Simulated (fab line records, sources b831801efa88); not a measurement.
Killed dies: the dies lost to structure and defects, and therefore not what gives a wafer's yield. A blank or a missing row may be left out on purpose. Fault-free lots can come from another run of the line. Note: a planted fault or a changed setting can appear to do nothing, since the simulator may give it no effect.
Matching of chambers + flow sfq-line + rie-diel-01 running SFQ_TRILAYER_I1_VIA_BARC_OPEN_VIA_ETCH_071: 4 sister chambers
The step etches BARC in O2, target depth 125 nm, time 41.7 s. 8 wafers are shown with their chamber, then 7 later ones without.

WAFERS WITH THEIR CHAMBER
| wafer  | chamber | oes-product-au (a.u.) |
|--------|---------|-----------------------|
| L499.1 | 0       | 0.688                 |
| L499.3 | 1       | 0.682                 |
| L499.4 | 2       | 0.685                 |
| L500.1 | 1       | 0.691                 |
| L500.3 | 3       | 0.685                 |
| L500.4 | 2       | 0.672                 |
| L502.1 | 0       | 0.686                 |
| L502.4 | 3       | 0.687                 |

WAFERS WHOSE CHAMBER IS MISSING
| wafer  | oes-product-au (a.u.) |
|--------|-----------------------|
| L502.5 | 0.690                 |
| L509.2 | 0.682                 |
| L509.3 | 0.685                 |
| L509.5 | 0.681                 |
| L514.2 | 0.679                 |
| L514.4 | 0.679                 |
| L514.5 | 0.681                 |

EACH ONE'S CHAMBER
| wafer  | from the rows above               | in truth |
|--------|-----------------------------------|----------|
| L502.5 | can't be placed: 0 or 1 or 3 or 2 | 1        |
| L509.2 | can't be placed: 2 or 3 or 1 or 0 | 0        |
| L509.3 | can't be placed: 3 or 1 or 0 or 2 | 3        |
| L509.5 | can't be placed: 2 or 3 or 1 or 0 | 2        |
| L514.2 | can't be placed: 2 or 3 or 1 or 0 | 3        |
| L514.4 | can't be placed: 2 or 3 or 1 or 0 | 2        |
| L514.5 | can't be placed: 2 or 3 or 1 or 0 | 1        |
0 of 7 placed correctly. From these rows, 7 cannot be placed; in 7 the true chamber is one of the candidates. Number placed wrongly: 0.
How it was worked out, from the rows above alone: a wafer's distance from a chamber is the root of the sum, over the readings, of the square of ((its reading less the chamber's mean) divided by the reading's scatter). If the next closest chamber is less than 2 further off than the closest, the wafer can't be placed; otherwise it belongs to the closest. A chamber's mean is the mean of its shown wafers. The scatter: take each reading less its chamber's mean, square it, sum over the shown wafers, divide by the number of wafers less the number of chambers, and take the root.
